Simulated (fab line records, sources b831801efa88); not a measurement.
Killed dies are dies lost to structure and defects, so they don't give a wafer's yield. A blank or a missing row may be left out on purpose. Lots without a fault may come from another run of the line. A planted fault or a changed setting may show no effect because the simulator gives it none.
Chamber matching | flow sky130 | SKY_VIA4_STRIP_14 on wet_bench-03: 3 sister chambers
The step strips in post etch residue remover, time 1200 s. 3 wafers are shown with their chamber, then 8 later ones without.

WAFERS WITH THEIR CHAMBER
wafer  | chamber | bath_heat_duty_pct (%)
L486.3 | 2       | 14.6
L487.6 | 1       | 13.8
L493.1 | 3       | 14.4

WAFERS WITHOUT THEIR CHAMBER
wafer  | bath_heat_duty_pct (%)
L493.5 | 13.8
L493.6 | 15.6
L496.1 | 14.5
L496.4 | 15.1
L496.6 | 14.3
L495.1 | 13.4
L495.4 | 14.4
L495.5 | 14.0

WHICH CHAMBER EACH WENT THROUGH
wafer  | from the rows above          | in truth
L493.5 | can't be placed: 1 or 3 or 2 | 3
L493.6 | can't be placed: 2 or 3 or 1 | 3
L496.1 | can't be placed: 2 or 3 or 1 | 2
L496.4 | can't be placed: 2 or 3 or 1 | 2
L496.6 | can't be placed: 3 or 2 or 1 | 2
L495.1 | can't be placed: 1 or 3 or 2 | 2
L495.4 | can't be placed: 3 or 2 or 1 | 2
L495.5 | can't be placed: 1 or 3 or 2 | 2
Placed correctly: 0 of 8. Can't be placed from these rows: 8 (the true chamber is among the candidates in 8). Placed wrongly: 0.
How it was worked out, from the rows above alone: a wafer's distance from a chamber is the root of the sum, over the readings, of the square of ((its reading less the chamber's mean) divided by the reading's scatter). The wafer belongs to the nearest chamber; if the next one is less than 2 further off, it can't be placed. A chamber's mean is the mean of its shown wafers. The scatter: with one shown wafer a chamber, the root of the mean of the squares of how far each hidden wafer lies from its nearest shown one.
